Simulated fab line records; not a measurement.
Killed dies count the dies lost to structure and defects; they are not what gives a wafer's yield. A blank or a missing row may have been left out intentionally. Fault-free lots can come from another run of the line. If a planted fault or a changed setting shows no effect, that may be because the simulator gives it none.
A lot that was struck, set against a sound lot || flow gf180mcu || 14 out of 602 route steps
Sound: these wafers, L111.2, L111.5, L111.6. Wafers L120.2, L120.4, L120.5 were the ones struck. At the end, the cause is stated.
At each step with rows: each side's tool, then ch and its chambers, then its first start. Under that, the readings that differ: sound wafers || struck wafers || difference of the means || sigmas: that difference in standard deviations of wafers without a fault.
alike: same words and numbers on both sides, and readings whose means sit less than 2 such deviations apart. not compared: any withheld reading, any reading some wafer has no value for, any bound like >300 that may hide the same value, and any number with overlapping values for which the record gives no deviation.
A row with sigmas, a row that says differs or no value, or rows on one side alone: a step with any of these is where the two part. Numbers that don't overlap but have no deviation are shown without sigmas and don't part them. Lack of a reading on every wafer of one side parts them only where that side has two or more wafers.

first, 5 steps without rows for these wafers: GF_M5_COAT_02 (resist thk 1000 nm); GF_M5_SOFTBAKE_03 (time 60 s); GF_M5_EXPOSE_04 (exposes mask Metal5, target cd 280 nm); GF_M5_PEB_05 (peb time 90 s); GF_M5_DEVELOP_06 (develop time 60 s).
GF_M5_CD_MEAS_07: target cd 280 nm.
  struck on cdSem-02, day 30 02:53; sound on cdSem-02, day 27 15:23
  alike: cdNm
GF_M5_OVL_MEAS_08:
  struck on overlay-02, day 30 03:00; sound on overlay-02, day 27 15:29
  alike: M5_OVL
GF_M5_ETCH_09: etches Si3N4 in CF4/O2, target depth 52 nm, time 11.6 s.
  sound on rieDiel-02 ch 0,2,3, day 27 15:31; struck on rieDiel-04 ch 1,2, day 30 03:02
  alike: O2_flow_sccm, drypumpMotorCurrentA, oesProductAu, throttleValvePct
  not compared: rfHoursCounterH
GF_M5_METAL_ETCH_10: etches the open film in Cl2/BCl3, stops on SiO2, target depth 627.5 nm, time 104.6 s.
  sound on rieMetal-02 ch 0,1, day 27 15:33; struck on rieMetal-01 ch 0,1, day 30 03:03
  alike: drypumpMotorCurrentA, oesProductAu, throttleValvePct
  not compared: rfHoursCounterH
GF_M5_STRIP_11: strips in O2/N2.
  sound on plasmaAsher-04 ch 0,1, day 27 15:40; struck on plasmaAsher-03 ch 0, day 30 03:10
{"reading": "heaterPowerW (W)", "sound": "340 353 347", "struck": "298 293 296", "difference": -51, "sigmas": -2}
{"reading": "stripTimeToEndpointS (s)", "sound": "7.47 7.47 7.52", "struck": "7.59 7.63 7.59", "difference": "+0.12", "sigmas": "+2"}
  alike: drypumpMotorCurrentA, o2FlowSccm, oesProductAu
  not compared: rfHoursCounterH
then, 2 steps without rows for these wafers: GF_M5_STRIP_12 (strips in post etch residue remover, time 1200 s); GF_M5_CLEAN_13 (cleans in DIW).
GF_V5_CVD_00: deposits SiO2, target thk 300 nm, time 50 s.
  sound on hdpcvd-01 ch 0,1,2, day 27 16:11; struck on hdpcvd-01 ch 0,1,2, day 30 03:44
  no value came back on the struck wafers for pressureMtorr (mTorr), runLengthS (s); on the sound wafers pressureMtorr (mTorr) reads 6.013 6.006 5.999
GF_PASSIVATION_PROBE_99:
  the record has rows for the sound wafers here (prober-02, day 30 07:34) and none for the struck ones

## WHERE THEY PART
At GF_M5_STRIP_11 first; at GF_PASSIVATION_PROBE_99 last (within this record only).

WHY: the cause the simulator had injected
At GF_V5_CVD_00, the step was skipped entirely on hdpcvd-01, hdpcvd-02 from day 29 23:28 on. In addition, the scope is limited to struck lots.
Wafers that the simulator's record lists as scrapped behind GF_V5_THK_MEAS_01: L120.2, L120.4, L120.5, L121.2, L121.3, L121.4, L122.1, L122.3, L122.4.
